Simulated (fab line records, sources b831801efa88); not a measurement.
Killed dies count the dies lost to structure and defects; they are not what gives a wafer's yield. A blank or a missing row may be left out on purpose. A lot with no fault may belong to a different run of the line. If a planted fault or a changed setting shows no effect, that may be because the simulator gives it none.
The tool behind it: which one?    flow sfqLine    Sampling: 15 lots, 44 wafers, 3 of 325 route steps

WHAT EACH GAUGE READ, for each wafer
The record holds no reading of a measuring or inspecting step that can be judged against a usual standard deviation.

WHAT TOOL EACH LOT RAN ON (gives the tool, then ch and the chambers of the sampled wafers, and finally the start)
lot   SFQ_TRILAYER_I3_CMP_CMP_082    SFQ_TRILAYER_I3_METRO_MEASURE_083  SFQ_TRILAYER_I3_VIA_ETCH_VIA_ETCH_088
L233  cmp-01 ch 1,3, day 43 14:31    filmMetro-01, day 43 17:38         rieDiel-04 ch 0,3, day 49 02:27
L234  cmp-01 ch 1,2, day 44 05:31    filmMetro-01, day 44 08:38         rieDiel-01 ch 2,3, day 49 15:39
L236  cmp-02 ch 0,2,3, day 45 02:50  filmMetro-02, day 45 05:58         rieDiel-01 ch 0,3, day 50 09:35
L237  cmp-02 ch 1,2,3, day 45 13:50  filmMetro-01, day 45 16:27         rieDiel-04 ch 0,3, day 50 16:47
L238  cmp-01 ch 0,3, day 46 08:31    filmMetro-02, day 46 12:14         rieDiel-01 ch 0,1,3, day 51 12:06
L240  cmp-01 ch 0,1,2, day 48 21:31  filmMetro-01, day 49 00:02         rieDiel-01 ch 1,2, day 53 23:43
L241  cmp-02 ch 1,2,3, day 49 00:33  filmMetro-03, day 49 02:22         rieDiel-04 ch 0,2,3, day 54 00:55
L242  cmp-02 ch 1,2,3, day 49 03:03  filmMetro-02, day 49 05:22         rieDiel-04 ch 0,2,3, day 54 04:31
L243  cmp-01 ch 0,1,3, day 49 06:01  filmMetro-02, day 49 08:38         rieDiel-01 ch 0,1,3, day 54 08:07
L244  cmp-01 ch 0,1,2, day 49 08:31  filmMetro-01, day 49 11:38         rieDiel-04 ch 1,2,3, day 54 11:43
L245  cmp-02 ch 1,2,3, day 49 18:03  filmMetro-01, day 49 20:10         rieDiel-01 ch 0,3, day 54 18:55
L253  cmp-01 ch 0,1,2, day 51 17:01  filmMetro-02, day 51 19:32         rieDiel-04 ch 1,2,3, day 57 05:58
L254  cmp-01 ch 1,2,3, day 51 19:01  filmMetro-02, day 51 22:20         rieDiel-02 ch 0,1,2, day 57 10:46
L255  cmp-01 ch 1,3, day 51 22:31    filmMetro-03, day 52 01:20         rieDiel-04 ch 0,3, day 57 14:22
L256  cmp-02 ch 0,1, day 52 07:08    filmMetro-03, day 52 10:28         rieDiel-02 ch 2,3, day 57 21:34
- SFQ_TRILAYER_I3_CMP_CMP_082: polishes SiO2.
- SFQ_TRILAYER_I3_METRO_MEASURE_083
- SFQ_TRILAYER_I3_VIA_ETCH_VIA_ETCH_088: etches SiO2 in CHF3, stops on Nb, target depth 260 nm.

AS READ BY THE TOOLS THEMSELVES (means over the sampled wafers that have a number; for cases with no such wafer, the mark the record gives instead)
SFQ_TRILAYER_I3_CMP_CMP_082. Usual: motorCurrentA 10.3 A, standard deviation 0.8; timeToEndpointS 221 s, standard deviation 7.8.
lot   tool    motorCurrentA (A)  timeToEndpointS (s)  flag
L233  cmp-01  10.1               215                  
L234  cmp-01  10.3               212                  
L236  cmp-02  9.9                216                  
L237  cmp-02  10.7               220                  
L238  cmp-01  10.5               225                  
L240  cmp-01  10.2               224                  
L241  cmp-02  10.9               222                  
L242  cmp-02  11.0               214                  
L243  cmp-01  10.4               218                  
L244  cmp-01  10.3               219                  
L245  cmp-02  10.6               221                  
L253  cmp-01  10.9               211                  
L254  cmp-01  9.9                210                  
L255  cmp-01  10.6               214                  
L256  cmp-02  9.3                233                  

SFQ_TRILAYER_I3_METRO_MEASURE_083. Usual: thkNm reads 200.3 nm (standard deviation 1.1).
lot   tool          thkNm (nm)  flag
L233  filmMetro-01  200.9       
L234  filmMetro-01  200.0       
L236  filmMetro-02  200.2       
L237  filmMetro-01  199.7       
L238  filmMetro-02  201.5       
L240  filmMetro-01  200.5       
L241  filmMetro-03  201.7       
L242  filmMetro-02  200.2       
L243  filmMetro-02  200.0       
L244  filmMetro-01  201.2       
L245  filmMetro-01  200.0       
L253  filmMetro-02  206.9       OFF
L254  filmMetro-02  206.1       OFF
L255  filmMetro-03  210.1       OFF
L256  filmMetro-03  201.2       

SFQ_TRILAYER_I3_VIA_ETCH_VIA_ETCH_088. Usual: drypumpMotorCurrentA 5.4 A, standard deviation 0.41; oesProductAu 0.856 a.u., standard deviation 0.0054.
lot   tool        drypumpMotorCurrentA (A)  oesProductAu (a.u.)  flag
L233  rieDiel-04  5.2                       0.859                
L234  rieDiel-01  6.1                       0.855                
L236  rieDiel-01  5.6                       0.855                
L237  rieDiel-04  5.3                       0.851                
L238  rieDiel-01  5.5                       0.856                
L240  rieDiel-01  5.6                       0.856                
L241  rieDiel-04  5.1                       0.854                
L242  rieDiel-04  5.1                       0.857                
L243  rieDiel-01  5.5                       0.861                
L244  rieDiel-04  5.5                       0.857                
L245  rieDiel-01  5.6                       0.851                
L253  rieDiel-04  5.4                       0.874                OFF
L254  rieDiel-02  5.2                       0.870                
L255  rieDiel-04  5.2                       0.880                OFF
L256  rieDiel-02  4.9                       0.860                

THE ANSWER, worked out from the rows above alone
Rule: a lot counts as off when the mean over its wafers that have a number is more than 3 standard deviations away from the usual mean. Also off: a lot with no number at a reading for which 4 or more lots have one. Where the step has rows for the other lots, those lots are counted as sound. After the gauges, taken in route order, come the tools' own readings; for these a lot's mean is taken, as printed above. The first step at which some lot is off is used, and at that step the reading that is off furthest; a lot without a number counts as furthest.
Off, at SFQ_TRILAYER_I3_METRO_MEASURE_083 on thkNm: L253, L254, L255.
A tool fits if, at that step or a process step before it, it ran every lot that is off, and no sound lot after the first of them. One fits: SFQ_TRILAYER_I3_CMP_CMP_082 on cmp-01. A fault onset in the window from L244 (day 49 08:31, its last sound lot) to L253 (day 51 17:01, its first lot off) fits.

WHAT THE SIMULATOR HAD INSERTED
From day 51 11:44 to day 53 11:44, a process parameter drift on cmp-01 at SFQ_TRILAYER_I3_CMP_CMP_082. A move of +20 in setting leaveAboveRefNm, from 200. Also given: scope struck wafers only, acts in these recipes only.
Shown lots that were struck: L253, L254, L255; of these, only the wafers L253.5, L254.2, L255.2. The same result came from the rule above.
